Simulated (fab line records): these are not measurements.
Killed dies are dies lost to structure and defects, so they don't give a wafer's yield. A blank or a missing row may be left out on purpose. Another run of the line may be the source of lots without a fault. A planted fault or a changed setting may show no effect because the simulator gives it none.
Problem report in the 8D (eight disciplines) form, filled by code :: flow sky130 :: the parts of the form that need people (team, actions taken, sign-off) are left out

== 1. WHAT WENT WRONG ==
rf-fwd-power-W at SKY_POLY_GATE_ETCH_17 reads a mean of 333.9 W on 2 wafers of 2 lots; wafers without a fault read 397.1 W with a standard deviation of 1.2. That puts it -53 standard deviations away from the usual mean.
The step: etches poly-Si in HBr/Cl2, stops on SiO2, target depth 180 nm, time 70.5 s.
First seen on wafer L796.2, day 20 13:48, on rie-si-02. The record holds 42 wafers of 14 lots with a number at this step. Rule for "out", or "out of limits": more than 4 standard deviations from the usual mean. Any other wafer with a number is counted as sound.

== 2. WHAT IT IS, AND WHAT IT ISN'T ==
question: which readings at this step
is: rf-fwd-power-W
is not: drypump-motor-current-A, he-backside-leak-sccm, throttle-valve-pct

question: which lots
is: L796, L798
is not: L787, L789, L792, L793, L794, L795, L797, L799, L802, L806, L807, L808

question: which wafers of those lots
is: L796.2, L798.2
is not: L796.3, L796.4, L798.3, L798.5

question: read on which tools
is: rie-si-02
is not: rie-si-01

question: when
is: from day 20 13:48
is not: up to then (20 sound wafers); but 20 sound wafers of L797, L798, L799, L802, L806, L807, L808 came after

== 3. WHAT RULES OUT EACH SUSPECT ==
Counting: if a tool at a process step up to the reading ran every lot that is out, it stays a suspect. Sound lots after the first of them don't rule it out here, since some wafers of a struck lot are sound.
- rie-si-02 at SKY_POLY_GATE_ETCH_17 (etches poly-Si in HBr/Cl2, stops on SiO2, target depth 180 nm, time 70.5 s): kept. It processed each lot that is out (first: L796, day 20 13:48); up to then, its last sound lot is L795 (day 20 06:26). Out on those wafers are its own readings of rf-fwd-power-W.
- In rie-si-02 at SKY_POLY_GATE_ETCH_17, the wafers that are out were processed in chamber 0 and their sound lot-mates in chambers 1, 2.
After counting, what remains is rie-si-02 at SKY_POLY_GATE_ETCH_17.

== 4. THE CAUSE (what the simulator had put in) ==
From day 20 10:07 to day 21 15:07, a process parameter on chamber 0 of rie-si-02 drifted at SKY_POLY_GATE_ETCH_17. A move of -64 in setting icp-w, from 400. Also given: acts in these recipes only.
After counting, this tool was the only one left.

== 5. THE CHAIN OF EFFECTS, in route order ==
One row per reading whose mean, taken over the struck wafers that have a number, lies over 3 standard deviations from the usual. Readings are gone through only where the record gives a usual standard deviation; hours: the median, over the lots, of the time from a lot's start at the first step in this table giving one to that lot's start at this step; sigmas: the change measured in usual standard deviations.
hours: 0
step: SKY_POLY_GATE_ETCH_17
reading: oes-product-au
usual: 0.986 a.u.
on struck wafers: 0.948
change: -0.038
sigmas: -4.6

hours: 0
step: SKY_POLY_GATE_ETCH_17
reading: rf-fwd-power-W
usual: 397.1 W
on struck wafers: 333.9
change: -63.2
sigmas: -53
Here are the process steps it includes:
- SKY_POLY_GATE_ETCH_17: etches poly-Si in HBr/Cl2, stops on SiO2, target depth 180 nm, time 70.5 s.

== 6. WHAT WOULD HAVE CAUGHT IT SOONER ==
First out-of-limits reading in this record: day 20 13:48, which is 4 hours after fault onset at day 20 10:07.
